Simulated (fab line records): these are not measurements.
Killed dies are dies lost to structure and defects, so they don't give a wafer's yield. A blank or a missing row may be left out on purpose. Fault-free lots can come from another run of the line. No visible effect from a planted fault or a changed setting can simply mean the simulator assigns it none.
Comparing a struck lot with a sound one ; flow sfq-line ; 14 steps out of a route of 325
Sound: wafers L649.4, L649.5, L649.6. Struck: wafers L658.1, L658.5, L658.6. The cause is named last.
At each step with rows: each side's tool, then ch and its chambers, then its first start. Under that, the readings that differ: sound wafers ; struck wafers ; difference of the means ; sigmas: that difference in standard deviations of wafers without a fault.
alike: readings with means less than 2 such deviations apart, plus words and numbers identical on both sides. not compared: withheld readings, readings lacking a value on some wafer, bounds such as >300 that could conceal the same value, and numbers that have no deviation in the record and whose values overlap.
Wherever a step has rows on one side only, a row that says differs or no value, or a row with sigmas, the two part there. When numbers do not overlap yet have no deviation, they are printed without sigmas and do not part them. Lack of a reading on every wafer of one side parts them only where that side has two or more wafers.

first, 1 step without rows for these wafers: SFQ_TRILAYER_I7_VIA_LITHO_DEVELOP_189 (time 60 s).
SFQ_I7_OVL_MEAS_947:
  struck on overlay-01, day 86 00:35; sound on overlay-01, day 80 12:26
  alike: I7_OVL
SFQ_TRILAYER_I7_VIA_BARC_OPEN_VIA_ETCH_260: etches BARC in O2, target depth 125 nm, time 41.7 s.
  sound on rie-diel-04 ch 0,1,3, day 80 12:28; struck on rie-diel-01 ch 0,1, day 86 00:37
reading;sound;struck;difference;sigmas
drypump-motor-current-A (A);5.5 6.2 5.9;6.7 6.4 6.7;+0.7;+2
  alike: oes-product-au
  not compared: rf-hours-counter-h
SFQ_TRILAYER_I7_VIA_ETCH_VIA_ETCH_190: etches SiO2 in CHF3, stops on Nb, target depth 260 nm.
  sound on rie-diel-04 ch 0,1,3, day 80 12:33; struck on rie-diel-01 ch 0,1, day 86 00:40
  alike: drypump-motor-current-A, oes-product-au
SFQ_TRILAYER_I7_VIA_STRIP_STRIP_191: strips in O2.
  sound on rie-metal-01 ch 0,1, day 80 12:48; struck on rie-metal-01 ch 0,1, day 86 00:47
  alike: drypump-motor-current-A, oes-product-au
  not compared: rf-hours-counter-h
then, 7 steps without rows for these wafers: SFQ_TRILAYER_I7_VIA_STRIP_SOLV_CLEAN_192 (cleans in NMP, time 600 s); SFQ_TRILAYER_M8_LITHO_LOR_COAT_197; SFQ_TRILAYER_M8_LITHO_LOR_BAKE_198; SFQ_TRILAYER_M8_LITHO_COAT_193 (resist thk 600 nm); SFQ_TRILAYER_M8_LITHO_SOFTBAKE_199; SFQ_TRILAYER_M8_LITHO_EXPOSE_194 (exposes mask M8, target cd 2000 nm); SFQ_TRILAYER_M8_LITHO_PEB_196 (peb time 60 s).
SFQ_TRILAYER_M8_LITHO_DEVELOP_195: img clear 15 s, time 55 s.
  sound on litho-track-02 ch 0, day 84 09:44; struck on litho-track-02, day 86 04:12
  no value came back on the struck wafers for chill-plate-temp-C (C), exhaust-pa (Pa); on the sound wafers chill-plate-temp-C (C) reads 22.92 22.92 23.04
reading;sound;struck;difference;sigmas
model.KrF_of_TRILAYER_M8_LITHO_COAT_193.thk-nm (nm);575.2 576.5 574.9;599.7 600.1 602.4;+25.2;
SFQ_M8_OVL_MEAS_948:
  struck on overlay-02, day 86 04:20; sound on overlay-01, day 84 09:49
reading;sound;struck;difference;sigmas
M8_OVL (nm);-6 -5 -3;- - -;no value on the struck wafers;

== WHERE THEY PART ==
At SFQ_TRILAYER_I7_VIA_BARC_OPEN_VIA_ETCH_260 first; at SFQ_M8_OVL_MEAS_948 last (within this record only).

WHY: what had been put in by the simulator
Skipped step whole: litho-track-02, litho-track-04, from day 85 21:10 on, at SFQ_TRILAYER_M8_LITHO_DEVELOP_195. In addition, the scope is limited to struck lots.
